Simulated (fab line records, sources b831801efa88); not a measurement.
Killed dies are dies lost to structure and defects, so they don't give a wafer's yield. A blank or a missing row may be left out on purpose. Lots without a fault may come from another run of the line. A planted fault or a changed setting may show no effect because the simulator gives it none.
One fault seen from 2 desks | flow sky130 | each desk has only its own numbers; what lay behind them comes last

THE TOOL OWNER'S DESK: plasma_asher-03
The tool's own readings at SKY_POLY_CUT_STRIP_12 (strips in O2/N2): means of the sampled wafers that have a number, for each lot that ran on this tool. A lot is out of limits, marked OUT, if its mean lies more than 4 standard deviations from the usual mean; the brackets give that distance.
Columns: A = drypump_motor_current_A at SKY_POLY_CUT_STRIP_12, usual 5.7 A; B = oes_product_au at SKY_POLY_CUT_STRIP_12, usual 0.452 a.u.; C = strip_time_to_endpoint_s at SKY_POLY_CUT_STRIP_12, usual 5.362 s
lot  | first seen here | A   | B     | C
L608 | day 26 20:22    | 5.4 | 0.454 | 5.359
L609 | day 27 09:28    | 5.5 | 0.455 | 5.347
L611 | day 27 22:25    | 5.4 | 0.454 | 5.374
L613 | day 28 16:13    | 5.9 | 0.451 | 5.363
L614 | day 28 21:25    | 5.4 | 0.452 | 5.361
L616 | day 29 15:45    | 5.4 | 0.453 | 5.372
L619 | day 30 17:25    | 6.0 | 0.455 | 5.358
This desk's finding: nothing out of limits on any of the 7 lots.

THE METROLOGY DESK
What the gauges read, lot by lot, whatever tool the lot ran on: means of the sampled wafers that have a number. A lot is out of limits, marked OUT, if its mean lies more than 4 standard deviations from the usual mean; the brackets give that distance.
Columns: A = CAP2M_OVL at SKY_CAP2M_OVL_MEAS_12, usual -0.6 nm; B = VIA4_HDPCVD_THK at SKY_VIA4_THK_MEAS_01, usual 1742 nm
lot  | first seen here | A    | B
L601 | day 40 22:29    | -1.2 | 1770
L602 | day 41 08:24    | -1.5 | 1742
L605 | day 42 04:41    | -0.7 | 1756
L606 | day 42 07:32    | -0.5 | 1743
L608 | day 42 21:53    | -0.7 | 1752
L609 | day 43 09:50    | 0.7  | 1737
L610 | day 43 15:23    | -2.5 | 1708
L611 | day 43 19:25    | -0.6 | 1711
L613 | day 44 07:46    | -1.4 | 1763
L614 | day 44 15:11    | -2.0 | 1773
L616 | day 45 04:50    | 1.0  | 1739
L619 | day 45 21:26    | 0.4  | 1717
L624 | day 47 06:28    | -1.8 | 1738
This desk's finding: nothing out of limits on any of the 13 lots.

PUT TOGETHER
The tool owner's desk saw nothing out of limits.
The metrology desk saw nothing out of limits.

WHAT THE SIMULATOR HAD PUT IN
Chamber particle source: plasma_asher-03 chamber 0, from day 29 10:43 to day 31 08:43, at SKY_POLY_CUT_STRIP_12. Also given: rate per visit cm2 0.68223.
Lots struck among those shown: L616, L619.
